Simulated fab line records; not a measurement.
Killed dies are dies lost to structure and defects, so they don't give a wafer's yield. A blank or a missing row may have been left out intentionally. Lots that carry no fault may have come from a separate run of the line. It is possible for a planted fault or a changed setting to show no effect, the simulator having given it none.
8D (eight disciplines) problem report, filled in by code    flow gf180mcu    the parts of the form that need people (team, actions taken, sign-off) are left out

== 1. THE ISSUE ==
Mean of rf_fwd_power_W at GF_M5_METAL_ETCH_10: 666 W across 2 wafers in 2 lots; on wafers with no fault it is 794 W (standard deviation 3.5). Measured from the usual mean, that is -37 standard deviations.
The step: etches the open film in Cl2/BCl3, stops on SiO2, target depth 627.5 nm, time 104.6 s.
First seen on wafer L523.5, day 30 18:48, on rie_metal-01. At this step, 42 wafers from 14 lots have a number in the record. Rule for "out", or "out of limits": more than 4 standard deviations from the usual mean. The other wafers with a number count as sound.

== 2. WHAT IT IS, AND WHAT IT ISN'T ==
question                     is                                                  is not
which readings at this step  rf_fwd_power_W, oes_product_au, throttle_valve_pct  drypump_motor_current_A
which lots                   L523, L525                                          L509, L510, L511, L513, L514, L515, L516, L518, L528, L530, L531, L532
which wafers of those lots   L523.5, L525.3                                      L523.2, L523.4, L525.4, L525.6
read on which tools          rie_metal-01                                        rie_metal-02, rie_metal-03
when                         from day 30 18:48                                   up to then (26 sound wafers); but 14 sound wafers of L525, L528, L530, L531, L532 came after

== 3. SUSPECTS, AND WHAT RULES EACH OUT ==
Counting: if a tool at a process step up to the reading ran every lot that is out, it stays a suspect. Sound lots after the first of them don't rule it out here, since some wafers of a struck lot are sound.
- rie_metal-01 at GF_M5_METAL_ETCH_10 (etches the open film in Cl2/BCl3, stops on SiO2, target depth 627.5 nm, time 104.6 s): kept. It ran every lot that is out, first L523 (day 30 18:48); its last sound lot up to then is L509 (day 26 05:25). Its own oes_product_au, rf_fwd_power_W, throttle_valve_pct readings are out on those wafers.
- The sound lot-mates ran in chamber 1 of rie_metal-01 at GF_M5_METAL_ETCH_10, but the wafers that are out ran in chamber 0.
After counting, what remains is rie_metal-01 at GF_M5_METAL_ETCH_10.

== 4. THE CAUSE (what the simulator had put in) ==
rie_metal-01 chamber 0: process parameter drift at GF_M5_METAL_ETCH_10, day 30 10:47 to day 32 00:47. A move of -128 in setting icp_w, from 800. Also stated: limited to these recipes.
The count eliminated every tool but this one.

== 5. THE CHAIN OF EFFECTS, in route order ==
Each row: a reading whose mean over the struck wafers that have a number lies more than 3 standard deviations from the usual. Readings are gone through only where the record gives a usual standard deviation; hours: the median, over the lots, of the time from a lot's start at the first step in this table giving one to that lot's start at this step; sigmas: the change measured in usual standard deviations.
hours  step                 reading                   usual       on struck wafers  change  sigmas
0      GF_M5_METAL_ETCH_10  oes_product_au            0.971 a.u.  0.918             -0.053  -7.6
0      GF_M5_METAL_ETCH_10  rf_fwd_power_W            794 W       666               -128    -37
0      GF_M5_METAL_ETCH_10  throttle_valve_pct        28.252 %    28.300            +0.049  +4.4
0      GF_M5_STRIP_11       strip_time_to_endpoint_s  7.54 s      7.81              +0.27   +6.5
Process steps it contains:
- GF_M5_METAL_ETCH_10: etches the open film in Cl2/BCl3, stops on SiO2, target depth 627.5 nm, time 104.6 s.
- GF_M5_STRIP_11: strips in O2/N2.
Later steps that measure or inspect, where all struck wafers having a row at the step show a number for every such reading and not one has moved that far: GF_V5_THK_MEAS_01.

== 6. HOW IT WOULD HAVE BEEN CAUGHT EARLIER ==
In this record the first reading out of limits was taken at day 30 18:48, 8 hours after the fault began at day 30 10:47.
